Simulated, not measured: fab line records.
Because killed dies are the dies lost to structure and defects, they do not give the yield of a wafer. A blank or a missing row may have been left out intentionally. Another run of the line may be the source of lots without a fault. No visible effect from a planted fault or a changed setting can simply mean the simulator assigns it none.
A single fault, viewed from 2 desks + flow sky130 + what lay behind the numbers comes last; until then each desk has only its own

THE METROLOGY DESK
Lot by lot, what the gauges showed, no matter which tool ran the lot: averages of those sampled wafers that carry a number. Marked OUT: a lot whose mean sits more than 4 standard deviations from the usual mean, which makes it out of limits; the brackets give that distance.
Columns: A = INCOMING_BOW at SKY_FIELD_ISO_BOW_MEAS_00, usual 0 um; B = FIELD_ISO_CVD_03_THK at SKY_FIELD_ISO_THK_MEAS_04, usual 159.9 nm; C = FIELD_ISO_OXIDATION_01_THK at SKY_FIELD_ISO_THK_MEAS_23, usual 9.96 nm
| lot  | first seen here | A  | B     | C              |
|------|-----------------|----|-------|----------------|
| L771 | day 1 15:00     | 2  | 158.2 | 9.69           |
| L772 | day 1 20:04     | 2  | 160.5 | 9.93           |
| L774 | day 2 06:00     | -2 | 162.7 | 9.97           |
| L775 | day 2 11:00     | 9  | 161.8 | 9.95           |
| L776 | day 2 16:02     | -3 | 160.0 | 10.02          |
| L778 | day 3 02:00     | -2 | 161.3 | 10.03          |
| L779 | day 3 07:01     | -5 | 161.3 | 10.07          |
| L780 | day 3 12:01     | 1  | 159.6 | 9.76           |
| L781 | day 3 17:00     | -1 | 161.9 | 10.20          |
| L782 | day 3 22:01     | -1 | 158.5 | 5.87 (-19) OUT |
| L783 | day 4 03:00     | -7 | 158.6 | 6.15 (-17) OUT |
| L792 | day 6 00:00     | 3  | 160.5 | 10.05          |
Per this desk, out of limits: L782, L783; the first was L782, day 5 00:00 (FIELD_ISO_OXIDATION_01_THK at SKY_FIELD_ISO_THK_MEAS_23). L771, L772, L774, L775, L776, L778, L779, L780, L781, L792: within limits.

FOR THE TOOL OWNER'S DESK: furnace-01
The tool's own readings at SKY_FIELD_ISO_OXIDATION_22 (stabilise 600 s, purge 300 s, target thk 10 nm): means of the sampled wafers that have a number, for each lot that ran on this tool. Marked OUT: a lot whose mean sits more than 4 standard deviations from the usual mean, which makes it out of limits; the brackets give that distance. Of its 8 readings 7 are shown: the one that was out of limits first, and those that lie furthest out on some lot.
Columns: A = spike_tc_bottom_C at SKY_FIELD_ISO_OXIDATION_22, usual 966 C; B = spike_tc_centre_C at SKY_FIELD_ISO_OXIDATION_22, usual 950.5 C; C = spike_tc_lower_C at SKY_FIELD_ISO_OXIDATION_22, usual 949.8 C; D = spike_tc_top_C at SKY_FIELD_ISO_OXIDATION_22, usual 963.8 C; E = spike_tc_upper_C at SKY_FIELD_ISO_OXIDATION_22, usual 950.2 C; F = tube_center_temp_C at SKY_FIELD_ISO_OXIDATION_22, usual 950 C; G = tube_center_temp_C_max at SKY_FIELD_ISO_OXIDATION_22, usual 952.4
| lot  | first seen here | A             | B               | C               | D               | E               | F                     | G                       |
|------|-----------------|---------------|-----------------|-----------------|-----------------|-----------------|-----------------------|-------------------------|
| L774 | day 3 07:03     | 962           | 951.6           | 950.5           | 963.0           | 950.4           | 950                   | 952.5                   |
| L779 | day 4 08:50     | 961           | 950.8           | 950.7           | 964.3           | 950.5           | 950                   | 952.6                   |
| L781 | day 4 16:03     | 962           | 950.6           | 951.6           | 963.2           | 950.4           | 950                   | 952.2                   |
| L782 | day 4 22:49     | 915 (-13) OUT | 905.0 (-41) OUT | 903.7 (-42) OUT | 916.9 (-47) OUT | 904.1 (-52) OUT | 903 (-99 or more) OUT | 905.6 (-99 or more) OUT |
| L783 | day 4 23:59     | 915 (-12) OUT | 904.2 (-42) OUT | 903.0 (-43) OUT | 916.5 (-48) OUT | 904.0 (-52) OUT | 903 (-99 or more) OUT | 905.8 (-99 or more) OUT |
This desk finds L782, L783 out of limits, L782 being first, at day 4 22:49 (spike_tc_bottom_C at SKY_FIELD_ISO_OXIDATION_22). L774, L779, L781: within limits.

PUT TOGETHER
At day 4 22:49, on L782, L783, the tool owner's desk was in a position to raise an alarm.
Metrology desk: alarm possible at day 5 00:00 on L782, L783.
All the named lots went through SKY_FIELD_ISO_OXIDATION_22 on furnace-01.

WHAT THE SIMULATOR HAD INSERTED
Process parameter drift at SKY_FIELD_ISO_OXIDATION_22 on furnace-01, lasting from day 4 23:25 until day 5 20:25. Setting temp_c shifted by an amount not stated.
Lots struck among those shown: L782, L783.
